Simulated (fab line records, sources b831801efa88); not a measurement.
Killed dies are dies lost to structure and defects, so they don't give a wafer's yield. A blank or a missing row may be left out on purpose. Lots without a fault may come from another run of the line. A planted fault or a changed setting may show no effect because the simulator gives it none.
One fault seen from 2 desks | flow gf180mcu | each desk has only its own numbers; what lay behind them comes last

THE METROLOGY DESK
What the gauges read, lot by lot, whatever tool the lot ran on: means of the sampled wafers that have a number. A lot is out of limits, marked OUT, if its mean lies more than 4 standard deviations from the usual mean; the brackets give that distance.
Columns: A = TOP_METAL_ALCU_RS at GF_TOP_METAL_RS_MEAS_05, usual 0.0331 ohm/sq; B = TOP_METAL_OVL at GF_TOP_METAL_OVL_MEAS_15, usual 0.6 nm
lot  | first seen here | A      | B
L943 | day 27 22:26    | 0.0335 | 1.0
L944 | day 28 00:42    | 0.0331 | 1.1
L945 | day 28 01:59    | 0.0335 | 0.4
L946 | day 28 20:05    | 0.0332 | 0.7
L947 | day 29 09:00    | 0.0333 | 0.6
L950 | day 29 22:43    | 0.0334 | -0.1
L952 | day 30 11:10    | 0.0332 | 0.9
L954 | day 31 01:44    | 0.0324 | 1.6
L955 | day 31 06:15    | 0.0332 | 2.8
L963 | day 33 03:44    | 0.0335 | 0.4
L962 | day 33 04:22    | 0.0327 | -2.4
L965 | day 33 15:58    | 0.0330 | 0.3
This desk's finding: nothing out of limits on any of the 12 lots.

THE TOOL OWNER'S DESK: litho_track-02
The tool's own readings at GF_PASSIVATION_COAT_06 (resist thk 4000 nm): means of the sampled wafers that have a number, for each lot that ran on this tool. A lot is out of limits, marked OUT, if its mean lies more than 4 standard deviations from the usual mean; the brackets give that distance.
Columns: A = resist_line_temp_C at GF_PASSIVATION_COAT_06, usual 22.99 C
lot  | first seen here | A
L943 | day 29 03:50    | 23.00
L945 | day 29 08:14    | 22.92
L952 | day 31 14:23    | 23.07
L954 | day 32 05:05    | 22.95
L955 | day 32 08:02    | 22.80
This desk's finding: nothing out of limits on any of the 5 lots.

PUT TOGETHER
The metrology desk saw nothing out of limits.
The tool owner's desk saw nothing out of limits.

WHAT THE SIMULATOR HAD PUT IN
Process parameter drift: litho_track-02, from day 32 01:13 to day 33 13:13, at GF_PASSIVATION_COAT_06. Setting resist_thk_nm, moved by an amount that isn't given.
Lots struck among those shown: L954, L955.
